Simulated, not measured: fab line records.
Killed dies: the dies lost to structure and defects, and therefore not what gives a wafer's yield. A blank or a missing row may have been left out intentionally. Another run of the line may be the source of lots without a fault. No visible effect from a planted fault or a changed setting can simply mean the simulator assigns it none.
fab line records | flow sky130
record: lots: 6 wafers: 18 lastDay: 49
route steps=708 shown FIELD_ISO@13 NWELL@32 DNWELL@35 PWDE@45 PAD_OPEN@708
lots that met no fault: taken from a fault-free run of the same line
startH: hours from the record's opening day to when the first of the lot's shown wafers began | waitH: hours since the lot's step before | " identical to the entry in the row above | L1.1+2: a row that stands for several wafers | - either no value or no given start | * or withheld: withheld | < > ~ a bound
route shown NAME@n: NAME is a module with steps in the file, n the number in the route of the first one | usual: average and standard deviation across the fault-free wafers | same: alike in all rows | chamber/n: place in a boat | sites: the reading at each site | _std_site: the values' standard deviation | _edge_site: the outer-site mean with the inner-site mean subtracted | radiusMm: for every site, how far away it sits from the centre of the wafer | mask NAME#n: copy n | behind: tool/chamber where the wafer was last shaped | hold: cause of the lot's hold/its duration in hours/its outcome | device: which transistor (n, p or np) failed to switch | end of line: tests of these same wafers at the route's end | a step with no rows: only its recipe | killed: at the first sort, the dies lost to defects and structure; wafer yield is something else | map: a wafer's dies, x killed, . not, _ none there
set.NAME: the setting as run; set.NAME@STEP: as run at that earlier step | model.NAME: the simulator's own value behind a step, which no gauge read
lots seen at some steps along the route; tables by step, rows by wafer
services: from which hour (startH, from the record's first day; less than 0 if before it) a tool's chamber was out of use, for how many hours, and why
== steps ==
step: SKY_FIELD_ISO_DEVELOP_12
recipe: developTimeS: 60 resist: KrF-thick devTempC: 21
step: SKY_FIELD_ISO_CD_MEAS_13
recipe: targetCdNm: 150
usual: cdNm: 149.9/2
columns lot.wafer tool chamber startH waitH cdNm
L885.1 cdSem-01 - 29.00 - 151.3
L885.2 " - " " 150.7
L885.5 " - " " 151.1
L888.2 cdSem-01 - 43.80 - 151.7
L888.3 " - " " 152.0
L888.5 " - " " 152.0
L889.2 cdSem-01 - 49.62 - 148.2
L889.5 " - " " 147.6
L889.6 " - " " 147.9
L897.2 cdSem-02 - 92.15 - 150.5
L897.3 " - " " 151.3
L897.6 " - " " 151.5
L898.1 cdSem-02 - 95.84 - 150.4
L898.4 " - " " 151.3
L898.5 " - " " 150.8
L904.3 cdSem-01 - 128.78 - 145.8
L904.4 " - " " 148.1
L904.5 " - " " 147.9
step: SKY_FIELD_ISO_ETCH_14
recipe: chemistry: N2/H2 target: BARC ionEnergyEv: 200 sourceW: 500 biasW: 100 pressureMtorr: 30 n2FlowSccm: 100 h2FlowSccm: 200 stopOn: SiO2 timeS: 45.9 targetDepthA: 600
usual: drypumpMotorCurrentA: 5.7/0.35 oesProductAu: 0.855/0.0047 throttleValvePct: 13.224/0.0084
columns lot.wafer tool chamber startH waitH drypumpMotorCurrentA oesProductAu rfHoursCounterH throttleValvePct
L885.1 rieDiel-04 0 29.12 0.1 5.4 0.851 59 13.239
L885.2 " 1 " " 5.3 0.853 22 13.239
L885.5 " 3 " " 5.6 0.847 - 13.228
L888.2 rieDiel-03 1 43.90 0.1 5.7 0.859 1 13.226
L888.3 " 0 " " 6.0 0.856 130 13.226
L888.5 " 0 " " 6.0 0.848 - 13.221
L889.2 rieDiel-03 3 49.72 0.1 5.7 0.850 73 13.216
L889.5 " 2 " " 5.3 0.846 - 13.224
L889.6 " 3 " " 5.7 0.846 - 13.223
L897.2 rieDiel-02 1 92.25 0.1 6.1 0.855 141 13.210
L897.3 " 2 " " 6.1 0.855 87 13.199
L897.6 " 2 " " 6.1 0.858 - 13.215
L898.1 rieDiel-03 2 95.96 0.1 5.3 0.859 25 13.233
L898.4 " 1 " " 5.7 0.858 - 13.228
L898.5 " 1 " " 5.7 0.855 - 13.222
L904.3 rieDiel-03 1 128.86 0.1 5.7 0.861 2 13.229
L904.4 " 0 " " 6.0 0.848 - 13.228
L904.5 " 1 " " 5.6 0.847 - 13.215
step: SKY_FIELD_ISO_ETCH_15
recipe: chemistry: CHF3/O2 targetDepthNm: 180 stopOn: Si sourceW: 600 biasW: 200 pressureMtorr: 40 chf3FlowSccm: 50 O2_flow_sccm: 5 timeS: 72
usual: drypumpMotorCurrentA: 5.7/0.35 oesProductAu: 0.946/0.0071 throttleValvePct: 8.844/0.0091
columns lot.wafer tool chamber startH waitH drypumpMotorCurrentA oesProductAu rfHoursCounterH throttleValvePct
L885.1 rieDiel-04 0 29.17 0.0 5.4 0.949 59 8.850
L885.2 " 1 " " 5.3 0.947 22 8.847
L885.5 " 3 " " 5.6 0.953 - 8.847
L888.2 rieDiel-03 1 43.94 0.0 5.7 0.943 1 8.844
L888.3 " 0 " " 6.0 0.944 131 8.842
L888.5 " 0 " " 6.0 0.945 - 8.848
L889.2 rieDiel-03 3 49.77 0.0 5.7 0.952 73 8.850
L889.5 " 2 " " 5.3 0.947 - 8.856
L889.6 " 3 " " 5.7 0.948 - 8.833
L897.2 rieDiel-02 1 92.29 0.0 6.1 0.953 141 8.846
L897.3 " 2 " " 6.1 0.946 87 8.849
L897.6 " 2 " " 6.1 0.952 - 8.831
L898.1 rieDiel-03 2 96.03 0.0 5.3 0.934 25 8.840
L898.4 " 1 " " 5.7 0.949 - 8.849
L898.5 " 1 " " 5.6 0.944 - 8.842
L904.3 rieDiel-03 1 128.90 0.0 5.7 0.949 2 8.842
L904.4 " 0 " " 6.0 0.935 - 8.851
L904.5 " 1 " " 5.7 0.946 - 8.835
step: SKY_FIELD_ISO_STRIP_16
recipe: chemistry: O2/N2 powerW: 1400 pressureMtorr: 1500 platenTempC: withheld o2FlowSccm: 3000 n2FlowSccm: 300 overashFraction: 0.5
step: SKY_FIELD_ISO_ETCH_17
recipe: targetDepthA: 3420 maskMaterial: Si3N4 chemistry: HBr/Cl2/O2 target: Si taperDeg: 5 icpW: 600 biasW: 150 pressureMtorr: 15 HBr_flow_sccm: 150 Cl2_flow_sccm: 40 O2_flow_sccm: 6 timeS: 97.7
usual: drypumpMotorCurrentA: 5.8/0.62 oesProductAu: 0.998/0.0075 throttleValvePct: 25.657/0.009
columns lot.wafer tool chamber startH waitH drypumpMotorCurrentA oesProductAu rfHoursCounterH throttleValvePct
L885.1 rieSi-02 3 29.32 0.1 5.6 0.995 70 25.659
L885.2 " 0 " " 6.6 0.984 120 25.661
L885.5 " 0 " " 6.6 0.994 - 25.655
L888.2 rieSi-01 2 44.10 0.1 4.9 0.996 9 25.656
L888.3 " 0 " " 5.9 1.005 72 25.645
L888.5 " 1 " " 6.5 0.992 - 25.647
L889.2 rieSi-02 2 49.92 0.1 4.8 1.009 5 25.652
L889.5 " 3 " " 5.5 0.996 - 25.657
L889.6 " 0 " " 6.6 0.994 - 25.655
L897.2 rieSi-01 3 92.45 0.1 6.1 0.994 1 25.665
L897.3 " 0 " " 5.9 1.004 73 25.657
L897.6 " 0 " " 6.0 0.996 - 25.650
L898.1 rieSi-02 1 96.21 0.1 5.9 1.003 20 25.641
L898.4 " 0 " " 6.6 0.994 121 25.664
L898.5 " 0 " " 6.6 0.991 - 25.663
L904.3 rieSi-02 1 129.06 0.0 5.9 0.999 20 25.660
L904.4 " 0 " " 6.6 0.989 121 25.644
L904.5 " 1 " " 5.9 1.001 - 25.662
step: SKY_FIELD_ISO_WET_ETCH_18
recipe: chemistry: H3PO4 targetDepthNm: 25 tempC: 160 target: Si3N4 timeS: 286
step: SKY_FIELD_ISO_CLEAN_19
recipe: chemistry: SC1/SC2 mix: 1:4:20 tempC: 70 timeS: 150
step: SKY_FIELD_ISO_CLEAN_20
recipe: chemistry: dHF timeS: 20 dilution: 100:1
step: SKY_FIELD_ISO_WET_ETCH_21
recipe: chemistry: dHF dilution: 100:1 targetDepthNm: 20 dry: ipaMarangoni target: SiO2 tempC: 25 timeS: 400
step: SKY_FIELD_ISO_OXIDATION_22
recipe: tempC: 950 ambient: O2 stabiliseS: 600 purgeS: 300 targetThkA: 100 oxTimeS: 623
step: SKY_FIELD_ISO_THK_MEAS_23
recipe: reads: SiO2_of_FIELD_ISO_OXIDATION_22
usual: FIELD_ISO_OXIDATION_01_THK: 10.03/0.21
columns lot.wafer tool chamber startH waitH FIELD_ISO_OXIDATION_01_THK[nm]
L885.1 filmMetro-03 - 31.05 0.0 10.08
L885.2 " - " " 10.06
L885.5 " - " " 10.27
L888.2 filmMetro-01 - 46.67 0.0 9.87
L888.3 " - " " 10.05
L888.5 " - " " 9.99
L889.2 filmMetro-01 - 52.81 0.0 10.45
L889.5 " - " " 10.34
L889.6 " - " " 10.48
L897.2 filmMetro-02 - 94.02 0.0 9.98
L897.3 " - " " 10.06
L897.6 " - " " 10.03
L898.1 filmMetro-01 - 98.26 0.0 10.02
L898.4 " - " " 10.10
L898.5 " - " " 9.90
L904.3 filmMetro-01 - 132.04 0.0 10.06
L904.4 " - " " 10.19
L904.5 " - " " 10.09
step: SKY_FIELD_ISO_CVD_24
recipe: material: SiO2 targetThkNm: 595 tempC: 650 sigmaOpenFrac: 0.3 timeS: 99.2 sih4FlowSccm: 60 pressureMtorr: 6
columns lot.wafer tool chamber startH waitH
L885.1+2+5 hdpcvd-02 0,1,1 31.11 0.1
L888.2+3+5 hdpcvd-01 0,1,0 46.72 0.0
L889.2+5+6 hdpcvd-02 0,2,1 52.87 0.0
L897.2+3+6 hdpcvd-01 2,0,2 94.07 0.0
L898.1+4+5 hdpcvd-01 1,2,0 98.32 0.1
L904.3+4+5 hdpcvd-02 0,0,1 132.08 0.0
step: SKY_FIELD_ISO_THK_MEAS_25
recipe: reads: SiO2_of_FIELD_ISO_CVD_24
usual: FIELD_ISO_CVD_24_THK: 592/6.5
columns lot.wafer tool chamber startH waitH FIELD_ISO_CVD_24_THK[nm]
L885.1 filmMetro-02 - 31.18 0.0 589
L885.2 " - " " 592
L885.5 " - " " 586
L888.2 filmMetro-02 - 46.80 0.0 600
L888.3 " - " " 597
L888.5 " - " " 589
L889.2 filmMetro-02 - 52.95 0.0 595
L889.5 " - " " 595
L889.6 " - " " 598
L897.2 filmMetro-01 - 94.19 0.1 590
L897.3 " - " " 581
L897.6 " - " " 591
L898.1 filmMetro-02 - 98.39 0.0 589
L898.4 " - " " 591
L898.5 " - " " 584
L904.3 filmMetro-03 - 132.17 0.1 580
L904.4 " - " " 586
L904.5 " - " " 585
step: SKY_FIELD_ISO_ANNEAL_26
recipe: tempC: 1000 timeS: 1800 ambient: N2
step: SKY_FIELD_ISO_CMP_27
recipe: stopOn: Si3N4 tOverpolishS: 16 downForcePsi: 4 platenRpm: 60 targetThkNm: 457.8 padVelocityMS: 0.94248
step: SKY_FIELD_ISO_WET_ETCH_28
recipe: chemistry: dHF targetDepthNm: 23.7 target: SiO2 dilution: 10:1 tempC: 25 timeS: 47
step: SKY_FIELD_ISO_WET_ETCH_29
recipe: chemistry: H3PO4 targetDepthNm: 160 target: Si3N4 tempC: 160 timeS: 1825
step: SKY_FIELD_ISO_WET_ETCH_30
recipe: chemistry: dHF targetDepthNm: 25 target: SiO2 dilution: 10:1 tempC: 25 timeS: 50
step: SKY_NWELL_CLEAN_00
recipe: chemistry: SC1/SC2 mix: 1:4:20 tempC: 70 timeS: 150 dry: n2Spin
step: SKY_NWELL_OXIDATION_01
recipe: tempC: 900 ambient: O2 stabiliseS: 600 purgeS: 300 targetThkA: 100 oxTimeS: 1418
step: SKY_NWELL_THK_MEAS_02
recipe: reads: SiO2_of_NWELL_OXIDATION_01
usual: NWELL_OXIDATION_THK: 10.00/0.23
columns lot.wafer tool chamber startH waitH NWELL_OXIDATION_THK[nm]
L885.1 filmMetro-01 - 36.85 0.0 9.65
L885.2 " - " " 9.79
L885.5 " - " " 9.80
L888.2 filmMetro-04 - 51.66 0.0 10.06
L888.3 " - " " 9.97
L888.5 " - " " 10.12
L889.2 filmMetro-01 - 58.04 0.0 10.13
L889.5 " - " " 10.09
L889.6 " - " " 10.03
L897.2 filmMetro-04 - 98.66 0.0 10.11
L897.3 " - " " 10.00
L897.6 " - " " 10.05
L898.1 filmMetro-02 - 102.50 0.0 10.37
L898.4 " - " " 10.27
L898.5 " - " " 10.32
L904.3 filmMetro-04 - 137.81 0.0 9.95
L904.4 " - " " 9.98
L904.5 " - " " 9.98
step: SKY_DNWELL_DEHYDRATE_00
recipe: tempC: 200 timeS: 60
step: SKY_DNWELL_HMDS_01
recipe: primeTimeS: 60 primeTempC: 120
step: SKY_DNWELL_COAT_02
recipe: spinRpm: 2000 resistThkNm: 3000
step: SKY_DNWELL_SOFTBAKE_03
recipe: tempC: 110 timeS: withheld
step: SKY_DNWELL_EXPOSE_04
recipe: maskId: DNM na: 0.57 targetCdNm: 3000 doseMj: 222
step: SKY_DNWELL_PEB_05
recipe: tempC: 115 timeS: withheld
step: SKY_DNWELL_DEVELOP_06
recipe: wallAngleDeg: 90 developer: TMAH developTimeS: 60 devTempC: 23
step: SKY_DNWELL_IMPLANT_07
recipe: species: P energyKev: withheld doseCm2: withheld tiltDeg: withheld
step: SKY_DNWELL_STRIP_08
recipe: chemistry: O2/N2 powerW: 1400 pressureMtorr: 1500 platenTempC: withheld o2FlowSccm: 3000 n2FlowSccm: 300 overashFraction: 0.5
usual: drypumpMotorCurrentA: 6.1/0.39 oesProductAu: 0.722/0.0046 stripTimeToEndpointS: 36.98/0.12
columns lot.wafer tool chamber startH waitH drypumpMotorCurrentA oesProductAu rfHoursCounterH stripTimeToEndpointS
L885.1 plasmaAsher-01 0 51.99 0.1 6.7 0.729 27 37.10
L885.2 " 1 " " 5.7 0.719 27 37.16
L885.5 " 0 " " 6.7 0.724 - 37.13
L888.2 plasmaAsher-01 1 67.29 0.1 5.8 0.724 28 37.05
L888.3 " 1 " " 5.8 0.724 - 37.02
L888.5 " 0 " " 6.7 0.724 - 36.97
L889.2 plasmaAsher-01 1 74.63 0.1 5.7 0.727 29 37.01
L889.5 " 1 " " 5.8 0.720 - 37.06
L889.6 " 0 " " 6.6 0.720 - 37.03
L897.2 plasmaAsher-04 1 116.98 0.1 6.4 0.721 46 37.01
L897.3 " 1 " " 6.4 0.732 - 37.14
L897.6 " 0 " " 5.9 0.721 - 36.98
L898.1 plasmaAsher-01 1 121.00 0.1 5.8 0.725 33 36.96
L898.4 " 1 " " 5.8 0.720 - 36.92
L898.5 " 0 " " 6.7 0.713 - 36.93
L904.3 plasmaAsher-04 0 157.01 0.1 5.9 0.717 - 36.87
L904.4 " 1 " " 6.5 0.726 - 36.84
L904.5 " 1 " " 6.4 0.721 - 36.80
step: SKY_DNWELL_TW_MEAS_09
usual: DNWELL_TW: 1119/15
columns lot.wafer tool chamber startH waitH DNWELL_TW
L885.1 filmMetro-04 - 52.09 0.1 1106
L885.2 " - " " 1108
L885.5 " - " " 1107
L888.2 filmMetro-02 - 67.40 0.1 1115
L888.3 " - " " 1115
L888.5 " - " " 1112
L889.2 filmMetro-04 - 74.74 0.1 1112
L889.5 " - " " 1112
L889.6 " - " " 1104
L897.2 filmMetro-01 - 117.09 0.1 1141
L897.3 " - " " 1139
L897.6 " - " " 1140
L898.1 filmMetro-04 - 121.10 0.1 1108
L898.4 " - " " 1111
L898.5 " - " " 1106
L904.3 filmMetro-02 - 157.10 0.1 1115
L904.4 " - " " 1115
L904.5 " - " " 1110
step: SKY_PWDE_DEHYDRATE_00
recipe: tempC: 200 timeS: 60
step: SKY_PWDE_HMDS_01
recipe: primeTimeS: 60 primeTempC: 120
step: SKY_PWDE_COAT_02
recipe: spinRpm: 2000 resistThkNm: 3000
step: SKY_PWDE_SOFTBAKE_03
recipe: tempC: 110 timeS: withheld
step: SKY_PWDE_EXPOSE_04
recipe: maskId: PWDEM na: 0.6 sourceShape: conventional sigmaOuter: 0.6 polarization: unpolarized targetCdNm: 840 doseMj: 214
step: SKY_PWDE_PEB_05
recipe: tempC: 115 timeS: withheld
step: SKY_PWDE_DEVELOP_06
recipe: wallAngleDeg: 90 developer: TMAH developTimeS: 60 devTempC: 23
step: SKY_PWDE_OVL_MEAS_07
usual: PWDE_OVL: -0.7/1.4
columns lot.wafer tool chamber startH waitH PWDE_OVL[nm]
L885.1 overlay-01 - 67.60 - -0.2
L885.2 " - " " 1.1
L885.5 " - " " -0.5
L888.2 overlay-02 - 84.10 - 1.4
L888.3 " - " " -2.1
L888.5 " - " " 0.6
L889.2 overlay-01 - 91.45 - -0.6
L889.5 " - " " -2.2
L889.6 " - " " -2.0
L897.2 overlay-01 - 135.65 - -0.1
L897.3 " - " " 0.1
L897.6 " - " " -1.9
L898.1 overlay-02 - 139.84 - -1.7
L898.4 " - " " -1.0
L898.5 " - " " -1.4
L904.3 overlay-01 - 176.56 - -1.3
L904.4 " - " " -0.6
L904.5 " - " " -1.1
step: SKY_PWDE_IMPLANT_08
recipe: species: B energyKev: 150 doseCm2: 3.6e+12 tiltDeg: withheld
step: SKY_PWDE_STRIP_09
recipe: chemistry: O2/N2 powerW: 1400 pressureMtorr: 1500 platenTempC: withheld o2FlowSccm: 3000 n2FlowSccm: 300 overashFraction: 0.5
usual: drypumpMotorCurrentA: 5.9/0.38 oesProductAu: 0.723/0.0047 stripTimeToEndpointS: 36.97/0.098
columns lot.wafer tool chamber startH waitH drypumpMotorCurrentA oesProductAu rfHoursCounterH stripTimeToEndpointS
L885.1 plasmaAsher-04 0 67.78 0.1 5.9 0.728 40 36.99
L885.2 " 1 " " 6.4 0.715 40 37.02
L885.5 " 0 " " 5.9 0.726 - 37.00
L888.2 plasmaAsher-04 0 84.28 0.1 5.9 0.724 42 37.01
L888.3 " 0 " " 5.9 0.717 - 37.05
L888.5 " 0 " " 5.9 0.724 - 37.12
L889.2 plasmaAsher-04 1 91.63 0.1 6.4 0.722 43 36.94
L889.5 " 1 " " 6.4 0.715 - 36.98
L889.6 " 0 " " 5.9 0.727 - 37.01
L897.2 plasmaAsher-03 0 135.83 0.1 6.1 0.720 1 37.12
L897.3 " 0 " " 6.1 0.728 - 37.17
L897.6 " 1 " " 5.5 0.718 - 36.97
L898.1 plasmaAsher-03 0 140.03 0.1 6.1 0.728 2 36.80
L898.4 " 1 " " 5.5 0.718 - 36.81
L898.5 " 0 " " 6.1 0.724 - 36.86
L904.3 plasmaAsher-02 1 176.77 0.1 6.2 0.716 - 37.03
L904.4 " 0 " " 5.4 0.724 - 36.80
L904.5 " 0 " " 5.3 0.709 - 36.98
step: SKY_PAD_OPEN_PROBE_99
usual: killed_at_M0_to_M3: 44/6.6 killed_at_M4_up: 3.4/1.9 killedAtContacts: 25/5.6 killedAtFrontEnd: 15/4.6 killedAtOther: 0.3/0.6 killedDies: 88/9.5 killedOpen: 47/7.1 killedShort: 40/6.4
same: grossDies: 492 killedAtBackSide: 0
columns lot.wafer tool chamber startH waitH killed_at_M0_to_M3 killed_at_M4_up killedAtContacts killedAtFrontEnd killedAtOther killedDies killedOpen killedShort
L885.1 prober-02 - 1070.96 0.1 39 2 26 8 2 77 35 41
L885.2 prober-02 - 1071.01 0.1 42 2 34 14 0 92 57 35
L885.5 prober-02 - 1071.16 0.2 38 8 27 25 3 101 46 53
L888.2 prober-01 - 1092.97 0.1 53 2 24 17 0 96 43 53
L888.3 prober-01 - 1093.02 0.2 37 1 31 9 0 78 38 40
L888.5 prober-01 - 1093.12 0.2 46 2 22 17 0 87 45 42
L889.2 prober-02 - 1104.76 0.1 53 5 25 8 0 91 49 42
L889.5 prober-02 - 1104.91 0.2 46 5 17 10 0 78 38 40
L889.6 prober-02 - 1104.96 0.2 42 9 19 7 0 77 43 34
L897.2 prober-02 - 1148.87 0.1 45 2 19 21 1 88 47 39
L897.3 prober-02 - 1148.92 0.2 35 7 13 84 0 139 36 30
L897.6 prober-02 - 1149.07 0.2 43 2 29 17 0 91 54 37
L898.1 prober-01 - 1149.77 0.1 38 3 31 10 1 83 39 44
L898.4 prober-01 - 1149.92 0.2 46 0 22 21 1 90 48 42
L898.5 prober-01 - 1149.97 0.2 42 6 11 78 0 137 37 32
killed by level:class
L885.1 CONTACT:geometricParticle:open=9 LOCAL_INTERCONNECT:geometricParticle:short=9 VIA1:geometricParticle:open=7 VIA2:geometricParticle:open=7 VIA1:geometricParticle:short=6 POLY_GATE:geometricParticle:short=4 LI_CONTACT:geometricParticle:short=4 METAL1:geometricParticle:open=4
L885.2 CONTACT:geometricParticle:open=17 VIA1:geometricParticle:open=9 VIA2:geometricParticle:open=8 LI_CONTACT:geometricParticle:open=7 METAL1:geometricParticle:short=7 POLY_GATE:geometricParticle:open=6 VIA1:geometricParticle:short=5 CONTACT:geometricParticle:short=4
L885.5 CONTACT:geometricParticle:open=9 VIA1:geometricParticle:open=9 CONTACT:geometricParticle:short=8 FIELD_ISO:geometricParticle:open=7 METAL4:geometricParticle:short=7 FIELD_ISO:geometricParticle:short=6 LI_CONTACT:geometricParticle:open=6 POLY_GATE:geometricParticle:short=5
L888.2 METAL2:geometricParticle:short=11 VIA1:geometricParticle:short=10 VIA1:geometricParticle:open=8 LI_CONTACT:geometricParticle:open=7 VIA2:geometricParticle:open=7 CONTACT:geometricParticle:short=6 FIELD_ISO:geometricParticle:short=5 CONTACT:geometricParticle:open=5
L888.3 CONTACT:geometricParticle:open=10 LOCAL_INTERCONNECT:geometricParticle:short=8 LI_CONTACT:geometricParticle:open=7 METAL2:geometricParticle:short=7 METAL1:geometricParticle:short=6 VIA1:geometricParticle:short=6 VIA3:geometricParticle:open=5 CONTACT:geometricParticle:short=4
L888.5 CONTACT:geometricParticle:open=11 VIA1:geometricParticle:open=9 METAL2:geometricParticle:short=8 METAL1:geometricParticle:short=8 VIA2:geometricParticle:open=6 FIELD_ISO:geometricParticle:short=5 FIELD_ISO:geometricParticle:open=5 CONTACT:geometricParticle:short=4
L889.2 CONTACT:geometricParticle:open=15 VIA1:geometricParticle:open=12 METAL2:geometricParticle:short=11 CONTACT:geometricParticle:short=7 VIA2:geometricParticle:open=6 VIA1:geometricParticle:short=5 VIA3:geometricParticle:open=5 METAL4:geometricParticle:short=5
L889.5 VIA1:geometricParticle:open=10 METAL2:geometricParticle:short=8 VIA2:geometricParticle:open=8 METAL1:geometricParticle:short=6 CONTACT:geometricParticle:open=5 LI_CONTACT:geometricParticle:short=4 METAL3:geometricParticle:short=4 METAL4:geometricParticle:short=4
L889.6 VIA1:geometricParticle:open=12 LI_CONTACT:geometricParticle:open=9 CONTACT:geometricParticle:open=5 METAL2:geometricParticle:short=5 VIA3:geometricParticle:short=5 VIA2:geometricParticle:open=4 VIA2:geometricParticle:short=4 METAL4:geometricParticle:short=4
L897.2 VIA1:geometricParticle:open=9 CONTACT:geometricParticle:open=8 VIA2:geometricParticle:open=8 FIELD_ISO:geometricParticle:short=7 METAL1:geometricParticle:short=6 FIELD_ISO:geometricParticle:open=4 CONTACT:geometricParticle:short=4 METAL2:geometricParticle:short=4
L897.3 FIELD_ISO:unspecified=73 LI_CONTACT:geometricParticle:open=5 VIA2:geometricParticle:open=5 CONTACT:geometricParticle:open=5 VIA1:geometricParticle:open=5 METAL2:geometricParticle:short=5 VIA3:geometricParticle:open=5 METAL4:geometricParticle:short=5
L897.6 VIA1:geometricParticle:open=13 LI_CONTACT:geometricParticle:open=12 METAL1:geometricParticle:short=8 FIELD_ISO:geometricParticle:open=7 CONTACT:geometricParticle:open=7 FIELD_ISO:geometricParticle:short=6 CONTACT:geometricParticle:short=5 METAL2:geometricParticle:short=5
L898.1 LI_CONTACT:geometricParticle:open=10 LOCAL_INTERCONNECT:geometricParticle:short=8 VIA1:geometricParticle:short=8 VIA3:geometricParticle:open=6 LI_CONTACT:geometricParticle:short=5 METAL1:geometricParticle:short=5 VIA1:geometricParticle:open=5 CONTACT:geometricParticle:short=4
L898.4 VIA1:geometricParticle:open=17 LOCAL_INTERCONNECT:geometricParticle:short=7 POLY_GATE:geometricParticle:short=6 FIELD_ISO:geometricParticle:open=5 FIELD_ISO:geometricParticle:short=5 LI_CONTACT:geometricParticle:open=5 METAL1:geometricParticle:short=5 VIA2:geometricParticle:open=5
L898.5 FIELD_ISO:unspecified=68 VIA1:geometricParticle:open=12 VIA3:geometricParticle:open=7 VIA3:geometricParticle:short=6 LOCAL_INTERCONNECT:geometricParticle:short=4 METAL2:geometricParticle:short=4 VIA2:geometricParticle:open=4 FIELD_ISO:geometricParticle:short=3
map L897.3 (x killed, . not)
__________xx..x...x._________
________............x._______
______.............x...x_____
_____.x..............x.xx____
____........xxx.x.x.......___
___xx...............x...x..__
__...x..........x..x....x..._
_...x........xxx.............
_.............x.....x.x.xx...
_...x.................xx.x.x.
_...x..............xxxxxxxx..
_..........x.x...xxxxxxxxxx..
_...x..x........xxxxxxxxxxxxx
_..x....xxx...x..xxxxxxxxxxx.
_x...............x.xxxxxxxxx.
__..........x.....xxxxxxxx.._
___.....x...x...x.xxxxxxx.x__
____.x..x......x...x.xx.xx___
_____......x...........x.____
______.x.....xx........x_____
________........x....._______
__________x....x..x._________
map L898.5 (x killed, . not)
__________........x._________
________...x.....xx..._______
______..x.xx...x....x.xx_____
_____....x..xx.x...x...xx____
____.........xxx...x......___
___.....x....x.......x.....__
__.......................x.._
_.....x............x..x.x.x..
_..............x......x....x.
_.x..x..x...........xxxxxx...
_..........x......xxxxxxxxx..
_.........xx.......xxxxxxxxx.
_............x.....xxxxxxxxx.
_x..xx............xxxxxxxxxxx
_x...............xxxxxxxxxxx.
__..x....x.x.x..x..xxxxxxxx._
___x.x..x.x.x......x.xxxxxx__
____.....x.x.......x......___
_____......x......xx...x.____
______..........x......._____
________.......xxx...._______
__________...x......_________
== services ==
columns tool chamber startH hours kind
rieSi-02 1 9.18 6.7 repair
rieDiel-03 - 25.26 0.4 repair
rieSi-02 0 41.58 4.1 repair
rieDiel-03 0 54.77 2.3 repair
rieDiel-04 0 59.94 20.2 repair
hdpcvd-02 - 66.75 15.0 pm
hdpcvd-01 1 73.52 24.2 repair
rieDiel-04 1 80.04 8.0 repair
rieDiel-03 3 82.90 5.7 repair
hdpcvd-02 0 87.17 12.8 repair
rieDiel-03 3 89.61 10.0 repair
hdpcvd-02 - 90.49 14.6 pm
rieDiel-02 - 93.25 19.8 repair
plasmaAsher-03 - 95.34 18.4 repair
rieDiel-03 0 95.42 22.5 repair
plasmaAsher-01 - 101.19 5.6 repair
plasmaAsher-03 - 113.75 9.0 pm
hdpcvd-02 0 114.30 10.7 repair
rieDiel-03 3 127.41 8.4 repair
hdpcvd-01 - 129.87 2.8 pm
plasmaAsher-04 - 146.51 0.4 repair
rieDiel-03 0 152.41 7.5 repair
plasmaAsher-01 - 158.02 2.8 pm
rieSi-02 0 168.06 1.9 repair
== key ==
firstSign: step: SKY_PAD_OPEN_PROBE_99 reading: killedAtFrontEnd direction: up sigmas: 14 usual: 15 struck: 81
effect: step: SKY_PAD_OPEN_PROBE_99 reading: killedDies direction: up sigmas: 5.3 usual: 88 struck: 138
metAt SKY_FIELD_ISO_CVD_24
struckWafers L897.3,L898.5
testerLeftOut L897,L898
onsetBetween 46.72 94.07
fault: kind: chamberParticleSource tool: hdpcvd-01 chamber: 0 onsetH: 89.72 steps: SKY_FIELD_ISO_CVD_24 ratePerVisitCm2: 2.0437 endH: 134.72
testerLeftOut: of these lots the tester's yield and bins aren't shown, on N5 and GAA mostly nor the transistor test; their killed dies are dies lost to structure and defects alone, not to doping, threshold or leakage, so they don't give the yield
